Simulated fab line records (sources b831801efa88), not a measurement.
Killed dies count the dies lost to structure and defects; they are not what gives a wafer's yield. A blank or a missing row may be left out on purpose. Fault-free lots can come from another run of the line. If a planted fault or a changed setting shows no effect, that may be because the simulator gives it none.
Chamber matching    flow gf180mcu    GF_PASSIVATION_CVD_02 on pecvd-03 has 3 sister chambers
The step deposits Si3N4, target thk 700 nm, time 486.18 s. 6 wafers are shown with their chamber, then 7 later ones without.

WAFERS WITH THEIR CHAMBER
wafer   chamber  heaterPowerW (W)
L414.4  1        920
L416.2  2        482
L416.4  0        744
L416.5  2        511
L417.1  0        691
L417.2  1        931

WAFERS WHOSE CHAMBER IS MISSING
wafer   heaterPowerW (W)
L417.3  474
L418.1  925
L418.4  521
L418.5  778
L429.3  715
L429.4  731
L429.6  784

EACH ONE'S CHAMBER
wafer    from the rows above   in truth
L417.3   2                     2
L418.1   1                     1
L418.4   2                     2
L418.5   0                     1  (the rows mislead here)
L429.3   0                     0
L429.4   0                     0
L429.6   0                     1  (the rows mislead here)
Correctly placed: 5 of 7. Can't be placed from these rows: 0. Placed wrongly: 2.
How it was worked out, from the rows above alone: a wafer's distance from a chamber is the root of the sum, over the readings, of the square of ((its reading less the chamber's mean) divided by the reading's scatter). The wafer belongs to the nearest chamber; if the next one is less than 2 further off, it can't be placed. A chamber's mean is the mean of its shown wafers. The scatter: the root of (the sum of the squares of (reading less its chamber's mean) over the shown wafers, divided by (wafers less chambers)).
